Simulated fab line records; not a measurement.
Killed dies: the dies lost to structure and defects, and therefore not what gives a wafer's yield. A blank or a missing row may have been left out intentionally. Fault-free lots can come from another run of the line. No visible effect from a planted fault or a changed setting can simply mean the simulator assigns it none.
Which tool was responsible? / flow sky130 / 72 wafers from 24 lots sampled at 6 of the route's 708 steps

WHAT THE GAUGES SHOWED, per wafer
SKY_LDD_N_TW_MEAS_17. Usual: LDD_N_TW gives 2586 (standard deviation 25).
lot=L074; measured=day 18 01:32; on=filmMetro-01; LDD_N_TW=2553 2550 2553; flag=
lot=L075; measured=day 18 01:49; on=filmMetro-02; LDD_N_TW=2629 2616 2622; flag=
lot=L076; measured=day 18 10:01; on=filmMetro-01; LDD_N_TW=2547 2564 2551; flag=
lot=L077; measured=day 18 21:50; on=filmMetro-02; LDD_N_TW=2629 2615 2632; flag=
lot=L078; measured=day 19 06:19; on=filmMetro-01; LDD_N_TW=2557 2547 2558; flag=
lot=L079; measured=day 19 09:47; on=filmMetro-02; LDD_N_TW=2606 2599 2601; flag=
lot=L080; measured=day 20 11:26; on=filmMetro-02; LDD_N_TW=2604 2604 2611; flag=
lot=L082; measured=day 20 13:26; on=filmMetro-03; LDD_N_TW=2600 2600 2585; flag=
lot=L081; measured=day 20 17:04; on=filmMetro-01; LDD_N_TW=2561 2562 2558; flag=
lot=L083; measured=day 21 13:17; on=filmMetro-02; LDD_N_TW=2602 2593 2589; flag=
lot=L085; measured=day 21 18:11; on=filmMetro-02; LDD_N_TW=2593 2589 2602; flag=
lot=L084; measured=day 21 19:31; on=filmMetro-01; LDD_N_TW=2543 2556 2557; flag=
lot=L086; measured=day 21 23:13; on=filmMetro-02; LDD_N_TW=2583 2594 2592; flag=
lot=L087; measured=day 22 21:10; on=filmMetro-01; LDD_N_TW=2562 2563 2562; flag=
lot=L088; measured=day 22 23:26; on=filmMetro-03; LDD_N_TW=2593 2594 2599; flag=
lot=L089; measured=day 23 05:34; on=filmMetro-02; LDD_N_TW=2618 2596 2621; flag=
lot=L090; measured=day 23 21:17; on=filmMetro-02; LDD_N_TW=2612 2605 2603; flag=
lot=L091; measured=day 24 04:19; on=filmMetro-01; LDD_N_TW=2548 2559 2541; flag=
lot=L092; measured=day 24 10:40; on=filmMetro-01; LDD_N_TW=2541 2558 2550; flag=
lot=L093; measured=day 25 07:19; on=filmMetro-03; LDD_N_TW=2601 2587 2590; flag=
lot=L094; measured=day 25 09:47; on=filmMetro-03; LDD_N_TW=2580 2593 2595; flag=
lot=L095; measured=day 25 11:47; on=filmMetro-02; LDD_N_TW=2613 2597 2603; flag=
lot=L096; measured=day 25 14:32; on=filmMetro-03; LDD_N_TW=2589 2599 2584; flag=
lot=L097; measured=day 26 15:43; on=filmMetro-02; LDD_N_TW=2627 2603 2617; flag=

SKY_LOCAL_INTERCONNECT_RS_MEAS_01: measures by four-point-probe. Usual: LOCAL_INTERCONNECT_TIN_RS gives 14.14 ohm/sq (standard deviation 0.16).
lot=L074; measured=day 29 12:52; on=filmMetro-01; LOCAL_INTERCONNECT_TIN_RS (ohm/sq)=13.98 14.25 14.02; flag=
lot=L075; measured=day 29 13:33; on=filmMetro-01; LOCAL_INTERCONNECT_TIN_RS (ohm/sq)=14.16 14.25 14.42; flag=
lot=L076; measured=day 30 02:03; on=filmMetro-04; LOCAL_INTERCONNECT_TIN_RS (ohm/sq)=14.13 14.13 14.21; flag=
lot=L077; measured=day 30 07:30; on=filmMetro-01; LOCAL_INTERCONNECT_TIN_RS (ohm/sq)=14.30 14.04 14.17; flag=
lot=L078; measured=day 30 14:59; on=filmMetro-03; LOCAL_INTERCONNECT_TIN_RS (ohm/sq)=14.29 14.17 14.15; flag=
lot=L079; measured=day 30 18:11; on=filmMetro-04; LOCAL_INTERCONNECT_TIN_RS (ohm/sq)=14.21 14.03 14.19; flag=
lot=L080; measured=day 31 18:49; on=filmMetro-01; LOCAL_INTERCONNECT_TIN_RS (ohm/sq)=14.32 14.22 14.13; flag=
lot=L082; measured=day 31 19:55; on=filmMetro-03; LOCAL_INTERCONNECT_TIN_RS (ohm/sq)=14.17 14.01 14.25; flag=
lot=L081; measured=day 31 21:18; on=filmMetro-01; LOCAL_INTERCONNECT_TIN_RS (ohm/sq)=13.96 13.94 13.99; flag=
lot=L083; measured=day 32 13:06; on=filmMetro-04; LOCAL_INTERCONNECT_TIN_RS (ohm/sq)=13.92 13.97 14.02; flag=
lot=L085; measured=day 32 19:44; on=filmMetro-01; LOCAL_INTERCONNECT_TIN_RS (ohm/sq)=13.97 14.25 14.00; flag=
lot=L084; measured=day 32 20:42; on=filmMetro-04; LOCAL_INTERCONNECT_TIN_RS (ohm/sq)=14.49 14.49 14.51; flag=
lot=L086; measured=day 33 00:17; on=filmMetro-03; LOCAL_INTERCONNECT_TIN_RS (ohm/sq)=14.35 14.16 14.33; flag=
lot=L087; measured=day 33 19:02; on=filmMetro-01; LOCAL_INTERCONNECT_TIN_RS (ohm/sq)=14.21 14.42 14.26; flag=
lot=L088; measured=day 33 20:03; on=filmMetro-01; LOCAL_INTERCONNECT_TIN_RS (ohm/sq)=13.92 13.96 14.08; flag=
lot=L089; measured=day 34 01:56; on=filmMetro-03; LOCAL_INTERCONNECT_TIN_RS (ohm/sq)=14.44 14.46 14.45; flag=
lot=L090; measured=day 34 16:16; on=filmMetro-04; LOCAL_INTERCONNECT_TIN_RS (ohm/sq)=14.08 14.27 14.24; flag=
lot=L091; measured=day 34 19:43; on=filmMetro-01; LOCAL_INTERCONNECT_TIN_RS (ohm/sq)=13.87 13.97 13.96; flag=
lot=L092; measured=day 35 03:53; on=filmMetro-01; LOCAL_INTERCONNECT_TIN_RS (ohm/sq)=13.84 13.88 13.93; flag=
lot=L093; measured=day 35 20:31; on=filmMetro-01; LOCAL_INTERCONNECT_TIN_RS (ohm/sq)=14.14 14.03 14.23; flag=
lot=L094; measured=day 35 22:10; on=filmMetro-03; LOCAL_INTERCONNECT_TIN_RS (ohm/sq)=13.98 14.10 13.99; flag=
lot=L095; measured=day 36 02:11; on=filmMetro-01; LOCAL_INTERCONNECT_TIN_RS (ohm/sq)=14.08 14.08 14.05; flag=
lot=L096; measured=day 36 04:00; on=filmMetro-03; LOCAL_INTERCONNECT_TIN_RS (ohm/sq)=14.12 14.20 14.11; flag=
lot=L097; measured=day 37 00:15; on=filmMetro-04; LOCAL_INTERCONNECT_TIN_RS (ohm/sq)=14.14 14.36 14.21; flag=

SKY_LOCAL_INTERCONNECT_OVL_MEAS_12. Usual: LOCAL_INTERCONNECT_OVL gives 0 nm (standard deviation 4.7).
lot=L074; measured=day 30 16:28; on=overlay-02; LOCAL_INTERCONNECT_OVL (nm)=0 -5 1; flag=
lot=L075; measured=day 30 17:09; on=overlay-01; LOCAL_INTERCONNECT_OVL (nm)=6 -3 -1; flag=
lot=L076; measured=day 31 05:28; on=overlay-02; LOCAL_INTERCONNECT_OVL (nm)=1 -1 2; flag=
lot=L077; measured=day 31 11:50; on=overlay-01; LOCAL_INTERCONNECT_OVL (nm)=0 -4 -3; flag=
lot=L078; measured=day 31 19:24; on=overlay-01; LOCAL_INTERCONNECT_OVL (nm)=-1 -5 -2; flag=
lot=L079; measured=day 31 21:52; on=overlay-02; LOCAL_INTERCONNECT_OVL (nm)=8 4 3; flag=
lot=L080; measured=day 32 22:40; on=overlay-01; LOCAL_INTERCONNECT_OVL (nm)=0 -6 3; flag=
lot=L082; measured=day 32 23:22; on=overlay-02; LOCAL_INTERCONNECT_OVL (nm)=4 -2 -3; flag=
lot=L081; measured=day 33 00:32; on=overlay-01; LOCAL_INTERCONNECT_OVL (nm)=-3 -6 -1; flag=
lot=L083; measured=day 33 15:49; on=overlay-02; LOCAL_INTERCONNECT_OVL (nm)=-2 -2 7; flag=
lot=L085; measured=day 33 22:22; on=overlay-01; LOCAL_INTERCONNECT_OVL (nm)=8 4 11; flag=
lot=L084; measured=day 33 23:39; on=overlay-02; LOCAL_INTERCONNECT_OVL (nm)=-7 -5 -9; flag=
lot=L086; measured=day 34 03:00; on=overlay-02; LOCAL_INTERCONNECT_OVL (nm)=2 4 1; flag=
lot=L087; measured=day 34 21:20; on=overlay-02; LOCAL_INTERCONNECT_OVL (nm)=2 3 7; flag=
lot=L088; measured=day 34 22:01; on=overlay-02; LOCAL_INTERCONNECT_OVL (nm)=5 5 6; flag=
lot=L089; measured=day 35 04:39; on=overlay-01; LOCAL_INTERCONNECT_OVL (nm)=6 7 5; flag=
lot=L090; measured=day 35 18:34; on=overlay-01; LOCAL_INTERCONNECT_OVL (nm)=-7 -3 -7; flag=
lot=L091; measured=day 35 22:07; on=overlay-01; LOCAL_INTERCONNECT_OVL (nm)=-2 5 1; flag=
lot=L092; measured=day 36 05:43; on=overlay-02; LOCAL_INTERCONNECT_OVL (nm)=3 -1 7; flag=
lot=L093; measured=day 36 23:18; on=overlay-02; LOCAL_INTERCONNECT_OVL (nm)=-5 -4 -5; flag=
lot=L094; measured=day 37 00:16; on=overlay-02; LOCAL_INTERCONNECT_OVL (nm)=5 7 5; flag=
lot=L095; measured=day 37 04:38; on=overlay-01; LOCAL_INTERCONNECT_OVL (nm)=-1 -1 4; flag=
lot=L096; measured=day 37 06:45; on=overlay-01; LOCAL_INTERCONNECT_OVL (nm)=-6 -5 -5; flag=
lot=L097; measured=day 38 02:49; on=overlay-01; LOCAL_INTERCONNECT_OVL (nm)=2 6 4; flag=

SKY_METAL3_OVL_MEAS_14. Usual: METAL3_OVL gives 0 nm (standard deviation 5.3).
lot=L074; measured=day 38 22:49; on=overlay-01; METAL3_OVL (nm)=-2 -4 -10; flag=
lot=L075; measured=day 39 00:35; on=overlay-01; METAL3_OVL (nm)=3 0 6; flag=
lot=L076; measured=day 39 08:33; on=overlay-01; METAL3_OVL (nm)=-4 1 -1; flag=
lot=L077; measured=day 39 14:47; on=overlay-01; METAL3_OVL (nm)=3 4 9; flag=
lot=L078; measured=day 39 22:05; on=overlay-02; METAL3_OVL (nm)=-9 -2 -3; flag=
lot=L079; measured=day 39 22:48; on=overlay-02; METAL3_OVL (nm)=4 3 -1; flag=
lot=L080; measured=day 40 21:01; on=overlay-02; METAL3_OVL (nm)=2 7 3; flag=
lot=L082; measured=day 40 22:49; on=overlay-02; METAL3_OVL (nm)=-3 0 -8; flag=
lot=L081; measured=day 40 23:09; on=overlay-01; METAL3_OVL (nm)=-5 -2 -7; flag=
lot=L083; measured=day 41 12:34; on=overlay-01; METAL3_OVL (nm)=-2 -1 5; flag=
lot=L085; measured=day 41 20:01; on=overlay-02; METAL3_OVL (nm)=0 0 0; flag=
lot=L084; measured=day 41 20:50; on=overlay-02; METAL3_OVL (nm)=6 2 4; flag=
lot=L086; measured=day 41 23:51; on=overlay-02; METAL3_OVL (nm)=0 3 -10; flag=
lot=L087; measured=day 42 16:56; on=overlay-02; METAL3_OVL (nm)=2 -3 14; flag=
lot=L088; measured=day 42 17:18; on=overlay-01; METAL3_OVL (nm)=0 3 -2; flag=
lot=L089; measured=day 42 23:17; on=overlay-01; METAL3_OVL (nm)=-7 -5 0; flag=
lot=L090; measured=day 43 10:09; on=overlay-01; METAL3_OVL (nm)=0 13 -4; flag=
lot=L091; measured=day 43 12:50; on=overlay-01; METAL3_OVL (nm)=-12 -13 -12; flag=
lot=L092; measured=day 43 20:20; on=overlay-02; METAL3_OVL (nm)=-2 -2 10; flag=
lot=L093; measured=day 44 10:50; on=overlay-02; METAL3_OVL (nm)=2 -3 -4; flag=
lot=L094; measured=day 44 11:58; on=overlay-01; METAL3_OVL (nm)=0 2 -9; flag=
lot=L095; measured=day 44 14:28; on=overlay-01; METAL3_OVL (nm)=-3 3 -2; flag=
lot=L096; measured=day 44 20:28; on=overlay-01; METAL3_OVL (nm)=-1 8 1; flag=
lot=L097; measured=day 45 08:44; on=overlay-01; METAL3_OVL (nm)=-1 1 -2; flag=

SKY_VIA3_THK_MEAS_23: measures by xrf. Usual: VIA3_W_THK gives 406 nm (standard deviation 5.2).
lot=L074; measured=day 40 02:50; on=filmMetro-04; VIA3_W_THK (nm)=406 403 411; flag=
lot=L075; measured=day 40 04:32; on=filmMetro-04; VIA3_W_THK (nm)=411 414 412; flag=
lot=L076; measured=day 40 12:13; on=filmMetro-04; VIA3_W_THK (nm)=403 405 408; flag=
lot=L077; measured=day 40 17:55; on=filmMetro-02; VIA3_W_THK (nm)=413 410 400; flag=
lot=L078; measured=day 41 01:19; on=filmMetro-04; VIA3_W_THK (nm)=413 410 409; flag=
lot=L079; measured=day 41 01:43; on=filmMetro-02; VIA3_W_THK (nm)=408 407 407; flag=
lot=L080; measured=day 41 23:46; on=filmMetro-04; VIA3_W_THK (nm)=409 414 405; flag=
lot=L082; measured=day 42 01:18; on=filmMetro-03; VIA3_W_THK (nm)=399 406 407; flag=
lot=L081; measured=day 42 01:35; on=filmMetro-04; VIA3_W_THK (nm)=400 400 405; flag=
lot=L083; measured=day 42 14:21; on=filmMetro-02; VIA3_W_THK (nm)=408 408 411; flag=
lot=L085; measured=day 42 21:57; on=filmMetro-02; VIA3_W_THK (nm)=413 408 404; flag=
lot=L084; measured=day 42 23:41; on=filmMetro-04; VIA3_W_THK (nm)=411 408 407; flag=
lot=L086; measured=day 43 02:10; on=filmMetro-04; VIA3_W_THK (nm)=402 408 401; flag=
lot=L087; measured=day 43 18:08; on=filmMetro-03; VIA3_W_THK (nm)=404 407 402; flag=
lot=L088; measured=day 43 19:08; on=filmMetro-02; VIA3_W_THK (nm)=408 414 411; flag=
lot=L089; measured=day 44 00:42; on=filmMetro-03; VIA3_W_THK (nm)=410 405 407; flag=
lot=L090; measured=day 44 11:18; on=filmMetro-03; VIA3_W_THK (nm)=395 397 403; flag=
lot=L091; measured=day 44 13:38; on=filmMetro-03; VIA3_W_THK (nm)=413 403 407; flag=
lot=L092; measured=day 44 21:44; on=filmMetro-03; VIA3_W_THK (nm)=406 406 406; flag=
lot=L093; measured=day 45 11:19; on=filmMetro-02; VIA3_W_THK (nm)=410 402 413; flag=
lot=L094; measured=day 45 12:20; on=filmMetro-02; VIA3_W_THK (nm)=412 413 410; flag=
lot=L095; measured=day 45 14:24; on=filmMetro-03; VIA3_W_THK (nm)=393 393 402; flag=
lot=L096; measured=day 45 19:52; on=filmMetro-02; VIA3_W_THK (nm)=412 405 395; flag=
lot=L097; measured=day 46 08:27; on=filmMetro-03; VIA3_W_THK (nm)=396 405 398; flag=

SKY_VIA4_BOW_MEAS_03. Usual: VIA4_BOW gives 79 um (standard deviation 9).
lot=L074; measured=day 42 05:28; on=filmMetro-03; VIA4_BOW (um)=77 73 89; flag=
lot=L075; measured=day 42 07:38; on=filmMetro-02; VIA4_BOW (um)=84 85 69; flag=
lot=L076; measured=day 42 14:20; on=filmMetro-03; VIA4_BOW (um)=84 85 75; flag=
lot=L077; measured=day 42 21:23; on=filmMetro-02; VIA4_BOW (um)=85 83 84; flag=
lot=L078; measured=day 43 03:17; on=filmMetro-03; VIA4_BOW (um)=59 72 72; flag=
lot=L079; measured=day 43 03:22; on=filmMetro-01; VIA4_BOW (um)=82 93 84; flag=
lot=L080; measured=day 44 01:08; on=filmMetro-01; VIA4_BOW (um)=80 83 77; flag=
lot=L082; measured=day 44 03:12; on=filmMetro-01; VIA4_BOW (um)=77 82 91; flag=
lot=L081; measured=day 44 03:44; on=filmMetro-01; VIA4_BOW (um)=91 73 67; flag=
lot=L083; measured=day 44 15:23; on=filmMetro-03; VIA4_BOW (um)=82 71 72; flag=
lot=L085; measured=day 44 21:40; on=filmMetro-01; VIA4_BOW (um)=96 83 81; flag=
lot=L084; measured=day 44 23:17; on=filmMetro-02; VIA4_BOW (um)=87 92 83; flag=
lot=L086; measured=day 45 02:12; on=filmMetro-02; VIA4_BOW (um)=74 80 75; flag=
lot=L087; measured=day 45 17:23; on=filmMetro-01; VIA4_BOW (um)=62 83 62; flag=
lot=L088; measured=day 45 17:38; on=filmMetro-02; VIA4_BOW (um)=80 79 71; flag=
lot=L089; measured=day 45 23:35; on=filmMetro-01; VIA4_BOW (um)=94 91 89; flag=
lot=L090; measured=day 46 09:07; on=filmMetro-03; VIA4_BOW (um)=89 99 75; flag=
lot=L091; measured=day 46 11:19; on=filmMetro-02; VIA4_BOW (um)=72 68 56; flag=
lot=L092; measured=day 46 18:07; on=filmMetro-03; VIA4_BOW (um)=86 88 78; flag=
lot=L093; measured=day 47 08:10; on=filmMetro-01; VIA4_BOW (um)=69 66 67; flag=
lot=L094; measured=day 47 09:12; on=filmMetro-03; VIA4_BOW (um)=87 84 83; flag=
lot=L095; measured=day 47 10:50; on=filmMetro-03; VIA4_BOW (um)=71 81 76; flag=
lot=L096; measured=day 47 14:37; on=filmMetro-02; VIA4_BOW (um)=94 79 75; flag=
lot=L097; measured=day 48 03:56; on=filmMetro-03; VIA4_BOW (um)=77 85 80; flag=

TOOL THAT RAN EACH LOT (tool first, then ch and the chambers of the sampled wafers, then the start)
The record holds no process step before these readings.

AS READ BY THE TOOLS THEMSELVES (means over the sampled wafers that have a number; for cases with no such wafer, the mark the record gives instead)
The record holds no such reading with a usual standard deviation.

THE ANSWER, worked out from the rows above alone
Rule: a lot is off if the mean of its wafers that have a number lies more than 3 standard deviations from the usual mean. A lot without any number at a reading at which 4 lots or more have one is off too. All remaining lots with rows at the step are treated as sound. After the gauges, taken in route order, come the tools' own readings; for these a lot's mean is taken, as printed above. The first step at which some lot is off is used, and at that step the reading that is off furthest; a lot without a number counts as furthest.
Nothing can be told from this: no lot is off at any reading shown.

WHAT WAS PUT IN BY THE SIMULATOR
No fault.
